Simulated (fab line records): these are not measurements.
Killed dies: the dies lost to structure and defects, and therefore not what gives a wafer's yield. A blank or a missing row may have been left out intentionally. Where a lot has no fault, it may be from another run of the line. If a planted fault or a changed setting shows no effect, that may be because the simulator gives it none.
Matching of chambers || flow gf180mcu || pecvd-03 running GF_PASSIVATION_CVD_00: 3 sister chambers
The step deposits SiO2 from TEOS, target thk 1000 nm, time 111.95 s. 3 wafers are shown with their chamber, then 7 later ones without.

WAFERS PAIRED WITH THEIR CHAMBERS
{"wafer": "L088.5", "chamber": 2, "heaterPowerW (W)": 845}
{"wafer": "L088.6", "chamber": 0, "heaterPowerW (W)": 662}
{"wafer": "L093.5", "chamber": 1, "heaterPowerW (W)": 803}

WAFERS WITH NO CHAMBER GIVEN
{"wafer": "L093.6", "heaterPowerW (W)": 655}
{"wafer": "L095.2", "heaterPowerW (W)": 590}
{"wafer": "L095.3", "heaterPowerW (W)": 737}
{"wafer": "L095.4", "heaterPowerW (W)": 786}
{"wafer": "L096.3", "heaterPowerW (W)": 814}
{"wafer": "L096.4", "heaterPowerW (W)": 601}
{"wafer": "L096.5", "heaterPowerW (W)": 868}

EACH ONE'S CHAMBER
{"wafer": "L093.6", "from the rows above": 0, "in truth": 0}
{"wafer": "L095.2", "from the rows above": 0, "in truth": 0}
{"wafer": "L095.3", "from the rows above": "can't be placed: 1 or 0 or 2", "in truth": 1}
{"wafer": "L095.4", "from the rows above": "can't be placed: 1 or 2", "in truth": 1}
{"wafer": "L096.3", "from the rows above": "can't be placed: 1 or 2", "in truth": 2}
{"wafer": "L096.4", "from the rows above": 0, "in truth": 0}
{"wafer": "L096.5", "from the rows above": "can't be placed: 2 or 1", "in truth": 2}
3 of 7 placed correctly. Unplaceable from these rows: 4, with the true chamber sitting among the candidates in 4. 0 placed wrongly.
How it was worked out, from the rows above alone: a wafer's distance from a chamber is the root of the sum, over the readings, of the square of ((its reading less the chamber's mean) divided by the reading's scatter). The wafer belongs to the nearest chamber; if the next one is less than 2 further off, it can't be placed. A chamber's mean is the mean of its shown wafers. The scatter: with one shown wafer a chamber, the root of the mean of the squares of how far each hidden wafer lies from its nearest shown one.
